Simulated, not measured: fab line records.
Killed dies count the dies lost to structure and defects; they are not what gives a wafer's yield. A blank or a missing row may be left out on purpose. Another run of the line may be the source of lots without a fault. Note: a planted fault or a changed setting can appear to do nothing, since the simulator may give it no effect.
Which tool was responsible? -- flow gf180mcu -- 35 wafers from 12 lots sampled at 3 of the route's 602 steps

WHAT THE GAUGES READ, wafer by wafer
GF_V5_THK_MEAS_03.
lot,measured,on,V5_CVD_02_THK (nm)
L553,day 26 04:46,film-metro-04,1436 1467
L554,day 26 08:29,film-metro-04,1430 1452 1444
L556,day 26 23:32,film-metro-02,1452 1498 1470
L557,day 27 09:26,film-metro-04,1461 1434 1478
L559,day 28 04:10,film-metro-04,1443 1446 1465
L563,day 29 13:13,film-metro-02,1440 1444 1466
L564,day 29 21:35,film-metro-02,1410 1423 1451
L566,day 30 03:50,film-metro-02,1447 1434 1446
L570,day 31 06:38,film-metro-02,1445 1460 1438
L573,day 32 02:07,film-metro-04,1432 1447 1454
L575,day 32 21:17,film-metro-04,1486 1436 1489
L576,day 32 23:02,film-metro-03,1429 1431 1458

TOOL THAT RAN EACH LOT (tool first, then ch and the chambers of the sampled wafers, then the start)
lot,GF_VT_IMPLANT_STRIP_20,GF_V4_SPUTTER_22
L553,"plasma-asher-01 ch 0, day 6 05:05","pvd-sputter-01, day 24 06:46"
L554,"plasma-asher-04 ch 0,1, day 6 12:44","pvd-sputter-03, day 24 11:34"
L556,"plasma-asher-03 ch 0,1, day 6 22:01","pvd-sputter-04, day 25 03:04"
L557,"plasma-asher-04 ch 0,1, day 7 06:11","pvd-sputter-01, day 25 14:07"
L559,"plasma-asher-04 ch 0,1, day 7 19:35","pvd-sputter-01, day 26 09:22"
L563,"plasma-asher-01 ch 0,1, day 9 00:34","pvd-sputter-01, day 27 19:52"
L564,"plasma-asher-03 ch 0,1, day 9 07:52","pvd-sputter-04, day 28 04:49"
L566,"plasma-asher-01 ch 0,1, day 9 18:04","pvd-sputter-01, day 28 12:16"
L570,"plasma-asher-04 ch 0,1, day 10 17:14","pvd-sputter-04, day 29 15:43"
L573,"plasma-asher-04 ch 0,1, day 11 12:37","pvd-sputter-04, day 30 13:05"
L575,"plasma-asher-03 ch 0,1, day 12 05:59","pvd-sputter-01, day 31 09:23"
L576,"plasma-asher-04 ch 0, day 12 08:52","pvd-sputter-03, day 31 11:04"
- GF_VT_IMPLANT_STRIP_20: strips in O2/N2.
- GF_V4_SPUTTER_22: material TiN, target thk 10 nm, time 40 s.

AS READ BY THE TOOLS THEMSELVES (means over the sampled wafers that have a number; for cases with no such wafer, the mark the record gives instead)
GF_VT_IMPLANT_STRIP_20.
lot,tool,drypump-motor-current-A (A),heater-power-w (W),oes-product-au (a.u.),strip-time-to-endpoint-s (s)
L553,plasma-asher-01,5.92,508,0.718,12.66
L554,plasma-asher-04,5.72,296,0.718,12.64
L556,plasma-asher-03,5.34,343,0.715,12.62
L557,plasma-asher-04,5.73,306,0.715,12.63
L559,plasma-asher-04,5.93,291,0.714,12.59
L563,plasma-asher-01,5.86,445,0.712,12.55
L564,plasma-asher-03,5.29,338,0.713,12.61
L566,plasma-asher-01,5.82,398,0.719,12.64
L570,plasma-asher-04,5.74,299,0.715,12.61
L573,plasma-asher-04,5.93,296,0.715,12.65
L575,plasma-asher-03,5.28,339,0.713,12.64
L576,plasma-asher-04,5.54,305,0.715,12.65

GF_V4_SPUTTER_22.
lot,tool,cathode-dc-power-W (W),chamber-pressure-pa (Pa),throttle-valve-pct (%)
L553,pvd-sputter-01,3998.8,5.005,30.4
L554,pvd-sputter-03,3999.2,4.991,29.8
L556,pvd-sputter-04,4000.3,5.000,29.9
L557,pvd-sputter-01,4000.1,4.993,30.3
L559,pvd-sputter-01,4000.5,4.992,29.9
L563,pvd-sputter-01,4000.0,5.002,30.0
L564,pvd-sputter-04,3999.8,4.993,29.8
L566,pvd-sputter-01,3999.8,4.999,30.5
L570,pvd-sputter-04,3999.8,4.998,29.7
L573,pvd-sputter-04,4000.1,4.995,29.2
L575,pvd-sputter-01,4000.8,5.007,30.1
L576,pvd-sputter-03,4000.0,5.008,30.9

THE ANSWER, worked out from the rows above alone
Rule: usual is defined by the lots themselves. Put in order of their means at a reading, lots are off if they are a third of the lots or fewer, leave a main group of 4 or more, and stand apart from it by a gap of 3 or more times the standard deviation of the main group's means; of several such gaps the widest counts. Not used: any main group whose means are identical at the precision the tables above print for the reading. Also off: a lot with no number at a reading for which 4 or more lots have one. All remaining lots with rows at the step are treated as sound. The gauges are gone through in route order, then the tools' own readings, and for those a lot's mean is taken as printed above. At the first step where some lot is off, the reading lying furthest off is the one used; lots without a number count as furthest.
Nothing can be told from this: no lot is off at any reading shown.

WHAT THE SIMULATOR PUT IN
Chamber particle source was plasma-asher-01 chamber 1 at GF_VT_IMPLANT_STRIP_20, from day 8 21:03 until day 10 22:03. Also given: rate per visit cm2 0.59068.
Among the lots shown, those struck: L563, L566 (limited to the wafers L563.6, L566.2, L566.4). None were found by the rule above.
